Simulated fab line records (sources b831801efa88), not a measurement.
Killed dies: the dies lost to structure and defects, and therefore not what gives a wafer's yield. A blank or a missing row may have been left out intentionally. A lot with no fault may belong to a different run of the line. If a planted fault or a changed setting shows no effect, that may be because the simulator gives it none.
What tool caused it? / flow sky130 / 24 lots with 72 wafers sampled at 2 steps, on a route of 708 steps

## WHAT THE GAUGES READ, wafer by wafer
SKY_METAL3_CD_MEAS_13 targets a cd of 300 nm. Usual: cdNm at 299.6 nm, with a standard deviation of 1.4.
lot=L074; measured=day 38 21:03; on=cdSem-01; cdNm (nm)=297.2 296.4 297.9; flag=
lot=L075; measured=day 39 01:42; on=cdSem-01; cdNm (nm)=299.5 300.4 298.0; flag=
lot=L076; measured=day 39 07:19; on=cdSem-01; cdNm (nm)=298.9 297.8 298.5; flag=
lot=L077; measured=day 39 20:57; on=cdSem-01; cdNm (nm)=301.7 300.3 300.0; flag=
lot=L078; measured=day 39 23:15; on=cdSem-02; cdNm (nm)=297.7 300.4 300.0; flag=
lot=L079; measured=day 40 06:54; on=cdSem-01; cdNm (nm)=300.4 299.5 299.5; flag=
lot=L080; measured=day 40 18:03; on=cdSem-01; cdNm (nm)=298.6 298.5 299.7; flag=
lot=L081; measured=day 41 01:00; on=cdSem-01; cdNm (nm)=300.9 302.4 301.1; flag=
lot=L082; measured=day 41 03:15; on=cdSem-01; cdNm (nm)=299.4 298.7 299.4; flag=
lot=L083; measured=day 41 06:48; on=cdSem-01; cdNm (nm)=295.6 297.4 296.7; flag=
lot=L084; measured=day 41 23:28; on=cdSem-01; cdNm (nm)=300.6 299.5 300.1; flag=
lot=L085; measured=day 42 02:05; on=cdSem-01; cdNm (nm)=298.9 301.6 300.7; flag=
lot=L086; measured=day 42 09:39; on=cdSem-02; cdNm (nm)=298.6 299.5 299.5; flag=
lot=L087; measured=day 42 18:54; on=cdSem-02; cdNm (nm)=301.8 300.3 301.8; flag=
lot=L088; measured=day 42 23:59; on=cdSem-01; cdNm (nm)=299.8 299.9 300.0; flag=
lot=L089; measured=day 43 05:01; on=cdSem-02; cdNm (nm)=299.5 300.4 300.4; flag=
lot=L090; measured=day 43 12:15; on=cdSem-01; cdNm (nm)=299.8 300.7 301.3; flag=
lot=L091; measured=day 43 18:30; on=cdSem-02; cdNm (nm)=298.9 298.9 297.3; flag=
lot=L092; measured=day 44 01:09; on=cdSem-01; cdNm (nm)=298.9 299.1 298.1; flag=
lot=L093; measured=day 44 07:57; on=cdSem-02; cdNm (nm)=300.9 300.8 301.1; flag=
lot=L094; measured=day 44 08:17; on=cdSem-02; cdNm (nm)=300.8 300.4 300.6; flag=
lot=L095; measured=day 44 15:22; on=cdSem-02; cdNm (nm)=300.1 301.2 300.2; flag=
lot=L096; measured=day 44 21:07; on=cdSem-02; cdNm (nm)=298.6 298.5 297.2; flag=
lot=L097; measured=day 45 05:52; on=cdSem-01; cdNm (nm)=300.8 299.8 301.1; flag=

## EACH LOT AND THE TOOL THAT RAN IT (in order: tool; ch and the chambers of the sampled wafers; start)
lot=L074; SKY_VIA1_ETCH_15=rieDiel-03 ch 0,2,3, day 34 06:41
lot=L075; SKY_VIA1_ETCH_15=rieDiel-02 ch 0,1,3, day 34 11:30
lot=L076; SKY_VIA1_ETCH_15=rieDiel-02 ch 0,3, day 34 16:21
lot=L077; SKY_VIA1_ETCH_15=rieDiel-03 ch 0,1,3, day 35 05:30
lot=L078; SKY_VIA1_ETCH_15=rieDiel-01 ch 0,1,3, day 35 09:42
lot=L079; SKY_VIA1_ETCH_15=rieDiel-02 ch 0,2,3, day 35 19:24
lot=L080; SKY_VIA1_ETCH_15=rieDiel-03 ch 1,2,3, day 36 05:57
lot=L081; SKY_VIA1_ETCH_15=rieDiel-02 ch 0,1,2, day 36 14:06
lot=L082; SKY_VIA1_ETCH_15=rieDiel-01 ch 0,2,3, day 36 15:57
lot=L083; SKY_VIA1_ETCH_15=rieDiel-01 ch 0,2,3, day 36 20:39
lot=L084; SKY_VIA1_ETCH_15=rieDiel-03 ch 0,3, day 37 15:21
lot=L085; SKY_VIA1_ETCH_15=rieDiel-03 ch 0,1,3, day 37 17:15
lot=L086; SKY_VIA1_ETCH_15=rieDiel-03 ch 1,2,3, day 38 00:18
lot=L087; SKY_VIA1_ETCH_15=rieDiel-03 ch 0,3, day 38 12:51
lot=L088; SKY_VIA1_ETCH_15=rieDiel-01 ch 0,2, day 38 16:21
lot=L089; SKY_VIA1_ETCH_15=rieDiel-03 ch 0,2,3, day 38 23:24
lot=L090; SKY_VIA1_ETCH_15=rieDiel-01 ch 0,1,3, day 39 06:00
lot=L091; SKY_VIA1_ETCH_15=rieDiel-02 ch 0,1,2, day 39 11:06
lot=L092; SKY_VIA1_ETCH_15=rieDiel-01 ch 0,1,2, day 39 22:15
lot=L093; SKY_VIA1_ETCH_15=rieDiel-01 ch 0,1, day 40 04:03
lot=L094; SKY_VIA1_ETCH_15=rieDiel-03 ch 0,1, day 40 05:21
lot=L095; SKY_VIA1_ETCH_15=rieDiel-02 ch 0,1,2, day 40 11:42
lot=L096; SKY_VIA1_ETCH_15=rieDiel-03 ch 0,2,3, day 40 20:06
lot=L097; SKY_VIA1_ETCH_15=rieDiel-01 ch 0,1,2, day 41 04:37
- SKY_VIA1_ETCH_15: etches SiO2 in C4F8/O2/Ar, stops on TiN, target depth 351 nm, time 54 s.

## AS READ BY THE TOOLS THEMSELVES (means over the sampled wafers that have a number; for cases with no such wafer, the mark the record gives instead)
SKY_VIA1_ETCH_15. Usual: oesProductAu at 0.979 a.u., with a standard deviation of 0.0066.
lot=L074; tool=rieDiel-03; oesProductAu (a.u.)=0.972; flag=
lot=L075; tool=rieDiel-02; oesProductAu (a.u.)=0.986; flag=
lot=L076; tool=rieDiel-02; oesProductAu (a.u.)=0.984; flag=
lot=L077; tool=rieDiel-03; oesProductAu (a.u.)=0.982; flag=
lot=L078; tool=rieDiel-01; oesProductAu (a.u.)=0.981; flag=
lot=L079; tool=rieDiel-02; oesProductAu (a.u.)=0.981; flag=
lot=L080; tool=rieDiel-03; oesProductAu (a.u.)=0.980; flag=
lot=L081; tool=rieDiel-02; oesProductAu (a.u.)=0.984; flag=
lot=L082; tool=rieDiel-01; oesProductAu (a.u.)=0.980; flag=
lot=L083; tool=rieDiel-01; oesProductAu (a.u.)=0.979; flag=
lot=L084; tool=rieDiel-03; oesProductAu (a.u.)=0.977; flag=
lot=L085; tool=rieDiel-03; oesProductAu (a.u.)=0.976; flag=
lot=L086; tool=rieDiel-03; oesProductAu (a.u.)=0.970; flag=
lot=L087; tool=rieDiel-03; oesProductAu (a.u.)=0.982; flag=
lot=L088; tool=rieDiel-01; oesProductAu (a.u.)=0.982; flag=
lot=L089; tool=rieDiel-03; oesProductAu (a.u.)=0.978; flag=
lot=L090; tool=rieDiel-01; oesProductAu (a.u.)=0.986; flag=
lot=L091; tool=rieDiel-02; oesProductAu (a.u.)=0.988; flag=
lot=L092; tool=rieDiel-01; oesProductAu (a.u.)=0.984; flag=
lot=L093; tool=rieDiel-01; oesProductAu (a.u.)=0.983; flag=
lot=L094; tool=rieDiel-03; oesProductAu (a.u.)=0.966; flag=
lot=L095; tool=rieDiel-02; oesProductAu (a.u.)=0.978; flag=
lot=L096; tool=rieDiel-03; oesProductAu (a.u.)=0.983; flag=
lot=L097; tool=rieDiel-01; oesProductAu (a.u.)=0.974; flag=

## THE ANSWER, worked out from the rows above alone
Rule: lot off if the mean of its wafers having a number is beyond 3 standard deviations from the usual mean. Also off: a lot with no number at a reading for which 4 or more lots have one. Any other lot the step has rows for is counted as sound. After the gauges, taken in route order, come the tools' own readings; for these a lot's mean is taken, as printed above. At the first step where some lot is off, the reading lying furthest off is the one used; lots without a number count as furthest.
No lot is off on any of the readings shown, so nothing can be concluded from this.

## WHAT THE SIMULATOR PUT IN
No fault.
